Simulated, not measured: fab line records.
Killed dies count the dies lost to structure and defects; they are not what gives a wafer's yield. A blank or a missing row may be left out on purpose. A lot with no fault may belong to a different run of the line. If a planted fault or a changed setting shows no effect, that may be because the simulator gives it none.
What tool caused it? | flow gf180mcu | 12 lots with 36 wafers sampled at 5 steps, on a route of 602 steps

## WHAT THE GAUGES SHOWED, per wafer
GF_M5_OVL_MEAS_08.
lot  | measured     | on         | M5_OVL (nm)
L144 | day 27 11:26 | overlay-01 | -3 -3 -8
L146 | day 27 23:04 | overlay-02 | -3 1 -10
L147 | day 28 12:59 | overlay-01 | -7 -3 -13
L148 | day 28 22:14 | overlay-02 | 5 -7 -2
L150 | day 29 12:37 | overlay-01 | -5 -3 -8
L153 | day 30 00:04 | overlay-02 | -4 -6 -6
L154 | day 30 06:49 | overlay-01 | -3 7 -1
L156 | day 30 19:37 | overlay-01 | -11 2 -7
L159 | day 31 18:49 | overlay-02 | 5 -9 -7
L160 | day 32 02:31 | overlay-01 | -3 4 4
L165 | day 33 06:58 | overlay-01 | 2 -3 -2
L166 | day 33 11:41 | overlay-02 | 7 2 3

GF_TOP_METAL_THK_MEAS_06: measures by xrf.
lot  | measured     | on            | TOP_METAL_ALCU_THK (nm)
L144 | day 28 11:52 | film_metro-03 | 902 891 913
L146 | day 28 22:08 | film_metro-03 | 921 928 933
L147 | day 29 11:49 | film_metro-03 | 907 909 901
L148 | day 29 20:49 | film_metro-02 | 967 941 943
L150 | day 30 11:19 | film_metro-04 | 918 911 911
L153 | day 30 22:01 | film_metro-03 | 909 911 910
L154 | day 31 04:55 | film_metro-04 | 911 915 925
L156 | day 31 16:55 | film_metro-02 | 914 920 908
L159 | day 32 15:27 | film_metro-03 | 911 899 923
L160 | day 32 22:42 | film_metro-03 | 943 933 941
L165 | day 34 02:18 | film_metro-02 | 917 899 893
L166 | day 34 06:41 | film_metro-02 | 901 913 898

GF_TOP_METAL_CD_MEAS_14: the cd target is 440 nm.
lot  | measured     | on        | cd_nm (nm)
L144 | day 29 07:31 | cd_sem-02 | 437.8 437.8 437.6
L146 | day 29 18:07 | cd_sem-01 | 440.6 441.0 441.6
L147 | day 30 06:14 | cd_sem-02 | 441.5 438.3 438.3
L148 | day 30 15:58 | cd_sem-01 | 437.7 435.9 438.4
L150 | day 31 05:00 | cd_sem-01 | 441.8 442.9 442.3
L153 | day 31 16:18 | cd_sem-02 | 439.6 436.6 437.1
L154 | day 31 22:28 | cd_sem-01 | 441.7 444.0 440.9
L156 | day 32 10:19 | cd_sem-01 | 442.4 442.0 441.4
L159 | day 33 07:48 | cd_sem-02 | 459.9 458.9 460.2
L160 | day 33 14:51 | cd_sem-01 | 438.5 436.8 439.0
L165 | day 34 17:34 | cd_sem-01 | 454.7 457.4 458.2
L166 | day 34 21:43 | cd_sem-02 | 444.9 442.8 442.4

## EACH LOT AND THE TOOL THAT RAN IT (in order: tool; ch and the chambers of the sampled wafers; start)
lot  | GF_V5_SPUTTER_22             | GF_TOP_METAL_EXPOSE_11
L144 | pvd_sputter-04, day 28 10:44 | iline_stepper-01 ch 0, day 28 21:54
L146 | pvd_sputter-02, day 28 21:07 | iline_stepper-02 ch 0, day 29 08:14
L147 | pvd_sputter-04, day 29 10:50 | iline_stepper-02 ch 0, day 29 21:35
L148 | pvd_sputter-02, day 29 19:49 | iline_stepper-01 ch 0, day 30 06:39
L150 | pvd_sputter-01, day 30 10:20 | iline_stepper-02 ch 0, day 30 20:47
L153 | pvd_sputter-01, day 30 20:58 | iline_stepper-02 ch 0, day 31 07:00
L154 | pvd_sputter-01, day 31 03:57 | iline_stepper-02 ch 0, day 31 13:52
L156 | pvd_sputter-04, day 31 15:56 | iline_stepper-01 ch 0, day 32 01:37
L159 | pvd_sputter-04, day 32 14:16 | iline_stepper-02 ch 0, day 32 23:50
L160 | pvd_sputter-01, day 32 21:44 | iline_stepper-01 ch 0, day 33 07:02
L165 | pvd_sputter-01, day 34 01:20 | iline_stepper-02 ch 0, day 34 10:16
L166 | pvd_sputter-01, day 34 05:41 | iline_stepper-01 ch 0, day 34 14:23
- GF_V5_SPUTTER_22: material TiN, target thk 10 nm, time 40 s.
- GF_TOP_METAL_EXPOSE_11: exposes mask MetalTop, target cd 440 nm.

## AS READ BY THE TOOLS THEMSELVES (means over the sampled wafers that have a number; for cases with no such wafer, the mark the record gives instead)
GF_V5_SPUTTER_22.
lot  | tool           | throttle_valve_pct (%)
L144 | pvd_sputter-04 | 30.0
L146 | pvd_sputter-02 | 30.8
L147 | pvd_sputter-04 | 29.6
L148 | pvd_sputter-02 | 30.3
L150 | pvd_sputter-01 | 31.3
L153 | pvd_sputter-01 | 30.5
L154 | pvd_sputter-01 | 31.3
L156 | pvd_sputter-04 | 29.3
L159 | pvd_sputter-04 | 29.6
L160 | pvd_sputter-01 | 31.1
L165 | pvd_sputter-01 | 30.9
L166 | pvd_sputter-01 | 30.8

GF_TOP_METAL_EXPOSE_11.
lot  | tool             | exposure_dose_mJ_cm2
L144 | iline_stepper-01 | 167.98
L146 | iline_stepper-02 | 168.11
L147 | iline_stepper-02 | 168.15
L148 | iline_stepper-01 | 167.97
L150 | iline_stepper-02 | 167.93
L153 | iline_stepper-02 | 168.02
L154 | iline_stepper-02 | 168.01
L156 | iline_stepper-01 | 168.38
L159 | iline_stepper-02 | 156.85
L160 | iline_stepper-01 | 168.20
L165 | iline_stepper-02 | 159.15
L166 | iline_stepper-01 | 168.05

## THE ANSWER, worked out from the rows above alone
Rule: the usual values come from the lots themselves. The widest of any qualifying gaps counts: lots, ordered by their means at a reading, are off when they make up no more than a third of the lots, leave a main group of 4 or more, and stand apart from it by 3 or more times the standard deviation of that group's means. If all means in a main group match to the digits the tables above print for the reading, that group is not used. A lot without any number at a reading at which 4 lots or more have one is off too. The other lots that the step has rows for count as sound. First the gauges in route order, then the tools' own readings, where a lot's mean is used as printed above. At the first step where some lot is off, the reading lying furthest off is the one used; lots without a number count as furthest.
Off: L159, L165 (GF_TOP_METAL_CD_MEAS_14, cd_nm). For the main group the mean is 440.1 nm and the standard deviation 2.2.
If a tool, at a process step before that reading, ran all the lots that are off and no sound lot after the first of them, it fits. Not tried: the gauges at GF_TOP_METAL_CD_MEAS_14; whatever is off there is also off at GF_TOP_METAL_EXPOSE_11, on other tools, and gauge error can't account for it. One fits: GF_TOP_METAL_EXPOSE_11 on iline_stepper-02. Its last sound lot is L154 (day 31 13:52), its first lot that is off L159 (day 32 23:50): a fault that began between those two fits.
The tool's own readings at GF_TOP_METAL_EXPOSE_11 bear it out: on the lots that are off they differ by more than 5 times the standard deviation of the sound lots' means. exposure_dose_mJ_cm2 reads 158.00 there against 168.08 on the sound lots.

## WHAT THE SIMULATOR HAD PUT IN
Drift in process parameters on iline_stepper-02 at GF_TOP_METAL_EXPOSE_11, starting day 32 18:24. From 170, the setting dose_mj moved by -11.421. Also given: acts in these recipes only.
Lots struck among those shown: L159, L165. The rule given above showed the same thing.
